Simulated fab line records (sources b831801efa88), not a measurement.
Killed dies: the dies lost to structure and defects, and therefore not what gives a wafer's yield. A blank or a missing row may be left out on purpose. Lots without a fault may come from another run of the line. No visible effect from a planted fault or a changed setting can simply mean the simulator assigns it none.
Split-lot study || flow gf180mcu || 23 wafers read across 5 lots, on a route 602 steps long

== THE SPLIT ITSELF ==
At GF_CONTACT_CMP_04 (polishes SiO2), the setting leave_above_ref_nm was moved away from the recipe's 560 nm on 8 of the 23 wafers read, by -7.4% to +2.7%. All remaining wafers had this setting at the recipe value.

== FROM THE SPLIT TO THE READING: what the file shows between them, 2 steps ==
- GF_CONTACT_DEVELOP_13: develop time 60 s (also split here: dev_temp_c)
- GF_CONTACT_ETCH_16: etches BARC in N2/H2

== THE READING ==
oes_product_au, in a.u., at GF_CONTACT_ETCH_17 (etches SiO2 in C4F8/O2/Ar, stops on CoSi2, target depth 860 nm). Fault-free wafers of this fab line usually give 0.816 a.u., standard deviation 0.0044 a.u.

{"wafer": "L074.2", "tool, chamber at the split": "cmp-02, 0", "leave_above_ref_nm as run, nm": 518.7, "against the recipe": "-7.4%", "oes_product_au, a.u.": 0.800, "against lot-mates on the recipe": -0.021}
{"wafer": "L074.3", "tool, chamber at the split": "cmp-02, 2", "leave_above_ref_nm as run, nm": 560, "against the recipe": "recipe", "oes_product_au, a.u.": 0.817, "against lot-mates on the recipe": "-"}
{"wafer": "L074.4", "tool, chamber at the split": "cmp-02, 3", "leave_above_ref_nm as run, nm": 518.7, "against the recipe": "-7.4%", "oes_product_au, a.u.": 0.797, "against lot-mates on the recipe": -0.024}
{"wafer": "L074.5", "tool, chamber at the split": "cmp-02, 2", "leave_above_ref_nm as run, nm": 560, "against the recipe": "recipe", "oes_product_au, a.u.": 0.825, "against lot-mates on the recipe": "-"}
{"wafer": "L074.6", "tool, chamber at the split": "cmp-02, 1", "leave_above_ref_nm as run, nm": 518.7, "against the recipe": "-7.4%", "oes_product_au, a.u.": 0.799, "against lot-mates on the recipe": -0.022}
{"wafer": "L078.1", "tool, chamber at the split": "cmp-02, 0", "leave_above_ref_nm as run, nm": 560, "against the recipe": "recipe", "oes_product_au, a.u.": 0.816, "against lot-mates on the recipe": "-"}
{"wafer": "L078.2", "tool, chamber at the split": "cmp-02, 3", "leave_above_ref_nm as run, nm": 560, "against the recipe": "recipe", "oes_product_au, a.u.": 0.816, "against lot-mates on the recipe": "-"}
{"wafer": "L078.4", "tool, chamber at the split": "cmp-02, 1", "leave_above_ref_nm as run, nm": 560, "against the recipe": "recipe", "oes_product_au, a.u.": 0.817, "against lot-mates on the recipe": "-"}
{"wafer": "L078.5", "tool, chamber at the split": "cmp-02, 1,2", "leave_above_ref_nm as run, nm": 560, "against the recipe": "recipe", "oes_product_au, a.u.": 0.815, "against lot-mates on the recipe": "-"}
{"wafer": "L078.6", "tool, chamber at the split": "cmp-02, 1,2", "leave_above_ref_nm as run, nm": 560, "against the recipe": "recipe", "oes_product_au, a.u.": 0.817, "against lot-mates on the recipe": "-"}
{"wafer": "L082.2", "tool, chamber at the split": "cmp-01, 1", "leave_above_ref_nm as run, nm": 560, "against the recipe": "recipe", "oes_product_au, a.u.": 0.814, "against lot-mates on the recipe": "-"}
{"wafer": "L082.3", "tool, chamber at the split": "cmp-01, 0", "leave_above_ref_nm as run, nm": 560, "against the recipe": "recipe", "oes_product_au, a.u.": 0.811, "against lot-mates on the recipe": "-"}
{"wafer": "L082.4", "tool, chamber at the split": "cmp-01, 2", "leave_above_ref_nm as run, nm": 560, "against the recipe": "recipe", "oes_product_au, a.u.": 0.814, "against lot-mates on the recipe": "-"}
{"wafer": "L084.1", "tool, chamber at the split": "cmp-01, 3", "leave_above_ref_nm as run, nm": 575.1, "against the recipe": "+2.7%", "oes_product_au, a.u.": 0.821, "against lot-mates on the recipe": "+0.005"}
{"wafer": "L084.2", "tool, chamber at the split": "cmp-01, 2", "leave_above_ref_nm as run, nm": 560, "against the recipe": "recipe", "oes_product_au, a.u.": 0.823, "against lot-mates on the recipe": "-"}
{"wafer": "L084.3", "tool, chamber at the split": "cmp-01, 1", "leave_above_ref_nm as run, nm": 560, "against the recipe": "recipe", "oes_product_au, a.u.": 0.817, "against lot-mates on the recipe": "-"}
{"wafer": "L084.4", "tool, chamber at the split": "cmp-01, 0", "leave_above_ref_nm as run, nm": 560, "against the recipe": "recipe", "oes_product_au, a.u.": 0.809, "against lot-mates on the recipe": "-"}
{"wafer": "L084.6", "tool, chamber at the split": "cmp-01, 3", "leave_above_ref_nm as run, nm": 575.1, "against the recipe": "+2.7%", "oes_product_au, a.u.": 0.824, "against lot-mates on the recipe": "+0.008"}
{"wafer": "L085.1", "tool, chamber at the split": "cmp-02, 0", "leave_above_ref_nm as run, nm": 528.5, "against the recipe": "-5.6%", "oes_product_au, a.u.": 0.800, "against lot-mates on the recipe": -0.010}
{"wafer": "L085.3", "tool, chamber at the split": "cmp-02, 1", "leave_above_ref_nm as run, nm": 560, "against the recipe": "recipe", "oes_product_au, a.u.": 0.809, "against lot-mates on the recipe": "-"}
{"wafer": "L085.4", "tool, chamber at the split": "cmp-02, 2", "leave_above_ref_nm as run, nm": 560, "against the recipe": "recipe", "oes_product_au, a.u.": 0.811, "against lot-mates on the recipe": "-"}
{"wafer": "L085.5", "tool, chamber at the split": "cmp-02, 2", "leave_above_ref_nm as run, nm": 528.5, "against the recipe": "-5.6%", "oes_product_au, a.u.": 0.797, "against lot-mates on the recipe": -0.013}
{"wafer": "L085.6", "tool, chamber at the split": "cmp-02, 3", "leave_above_ref_nm as run, nm": 528.5, "against the recipe": "-5.6%", "oes_product_au, a.u.": 0.804, "against lot-mates on the recipe": -0.006}
If several chambers appear in one row, that row covers several wafers at once and the file leaves open which wafer was in which chamber.

THE FIT
A straight line over all 23 wafers: oes_product_au changes by +0.00243 a.u. for each +1% of leave_above_ref_nm; r = +0.89; the points scatter about the line by 0.004 a.u.
The same after taking each lot's own level away (the mean of its wafers on the recipe; 23 wafers): +0.00254 a.u. for each +1%; r = +0.92; scatter 0.0036 a.u.
Per that fit: largest leave_above_ref_nm move, reading shift of 0.019 a.u.
Across the lots, their own levels run from 0.8100 to 0.8210 a.u., a range of 2.5 times the standard deviation given above.
Consequently the slope shifts little with the lot-to-lot level, the two slopes agreeing.
Check: -0.0181 a.u. against its lot-mates is what the line predicts for one of the wafers moved furthest among these (-7.4%) when that wafer is left out of the fit. Against them it came out at -0.021 a.u.

== ADDITIONAL SPLITS CARRIED BY THESE WAFERS ==
Before the reading, these wafers also passed through other splits. Each is held against what the fit with the lots' levels taken away leaves over:
{"other split on the same wafers": "GF_SAB_ETCH_11 time_s", "wafers away from the commonest value": 11, "r with oes_product_au (lot level and that fit taken away)": "+0.03"}
{"other split on the same wafers": "GF_SALICIDE_SPUTTER_03 time_s", "wafers away from the commonest value": 6, "r with oes_product_au (lot level and that fit taken away)": "+0.02"}
{"other split on the same wafers": "GF_CONTACT_DEVELOP_13 dev_temp_c", "wafers away from the commonest value": 7, "r with oes_product_au (lot level and that fit taken away)": -0.13}

== THE WHOLE CHAIN: every reading that the file lists as answering this split, in the file's order ==
{"step": "GF_CONTACT_CMP_04", "what it does": "polishes SiO2", "reading": "SiO2_of_CONTACT_CVD_02.thk_nm (the simulator's own value, which no gauge read)", "change (the file's fit)": "+5.57 nm for each +1% of the setting", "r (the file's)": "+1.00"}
{"step": "GF_CONTACT_ETCH_17", "what it does": "etches SiO2 in C4F8/O2/Ar, stops on CoSi2, target depth 860 nm", "reading": "oes_product_au", "change (the file's fit)": "+0.00253 a.u. for each +1% of the setting", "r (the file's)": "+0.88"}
{"step": "GF_CONTACT_ETCH_17", "what it does": "etches SiO2 in C4F8/O2/Ar, stops on CoSi2, target depth 860 nm", "reading": "CONTACT.feature_depth_nm (the simulator's own value, which no gauge read)", "change (the file's fit)": "+5.65 nm for each +1% of the setting", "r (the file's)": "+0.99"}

== THE FILE'S OWN FIT ==
oes_product_au changes by +0.00253 a.u. for each +1% of leave_above_ref_nm, r = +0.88.
